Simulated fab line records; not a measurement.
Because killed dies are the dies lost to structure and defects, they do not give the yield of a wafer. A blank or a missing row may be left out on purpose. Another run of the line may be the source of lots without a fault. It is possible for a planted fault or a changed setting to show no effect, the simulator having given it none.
Struck lot and sound lot, side by side | flow sky130 | 15 out of 708 route steps
Sound: these wafers, L704.2, L704.3, L704.4. Wafers struck: L718.1, L718.2, L718.3. The cause is given at the end.
Order at every step that has rows: each side's tool, ch and its chambers, its first start. Under that, the readings that differ: sound wafers | struck wafers | difference of the means | sigmas: that difference in standard deviations of wafers without a fault.
alike: readings whose means differ by less than 2 such deviations, and words and numbers that are the same on both sides. not compared: withheld readings, readings that some wafer has no value for, bounds like >300 that may hide the same value, and numbers for which the record gives no deviation and whose values overlap.
A row with sigmas, a row that says differs or no value, or rows on one side alone: a step with any of these is where the two part. When numbers do not overlap yet have no deviation, they are printed without sigmas and do not part them. Lack of a reading on every wafer of one side parts them only where that side has two or more wafers.

first, 6 steps without rows for these wafers: SKY_LDD_N_IMPLANT_10; SKY_LDD_N_IMPLANT_11; SKY_LDD_N_IMPLANT_12; SKY_LDD_N_IMPLANT_13; SKY_LDD_N_IMPLANT_14; SKY_LDD_N_IMPLANT_15.
SKY_LDD_N_STRIP_16: strips in O2/N2.
  sound on plasma asher-04 ch 0,1, day 18 07:58; struck on plasma asher-03 ch 0,1, day 23 22:24
  alike: drypump motor current A, n2 flow sccm, oes product au, strip time to endpoint s
  not compared: rf hours counter h
SKY_LDD_N_TW_MEAS_17:
  sound: film metro-02 at day 18 08:05; struck: film metro-02 at day 23 22:30
  alike: LDD_N_TW
then, 4 steps without rows for these wafers: SKY_LDD_P_DEHYDRATE_00 (time 60 s); SKY_LDD_P_HMDS_01 (prime time 60 s); SKY_LDD_P_COAT_02 (resist thk 1140 nm); SKY_LDD_P_SOFTBAKE_03 (time 60 s).
SKY_LDD_P_EXPOSE_04: exposes mask PSDM, target cd 380 nm.
  sound on iline stepper-01 ch 0, day 18 22:47; struck on iline stepper-01 ch 0, day 24 13:40
  reading                       | sound                   | struck            | difference | sigmas
  model.LDD_P.overlay x nm (nm) | -0.5866 -0.5866 -0.5866 | 1.796 1.796 1.796 | +2.383     |
  alike: mask
then, 1 step without rows for these wafers: SKY_LDD_P_PEB_05.
-- a jump in the record: the struck wafers' starts before and after are 25 days apart (it breaks off in module LDD_P and resumes in module PAD_OPEN, where the first step shown is number 708 of the route) --
SKY_PAD_OPEN_PROBE_99:
  sound: prober-02 at day 46 06:38; struck: prober-02 at day 49 19:51
  alike: killed_at_M0_to_M3, killed_at_M4_up, killed at contacts, killed at front end, killed at other, killed dies, killed on rim, killed open, killed short

== WHERE THEY PART ==
Nowhere in this record.

WHY: what the simulator had put in
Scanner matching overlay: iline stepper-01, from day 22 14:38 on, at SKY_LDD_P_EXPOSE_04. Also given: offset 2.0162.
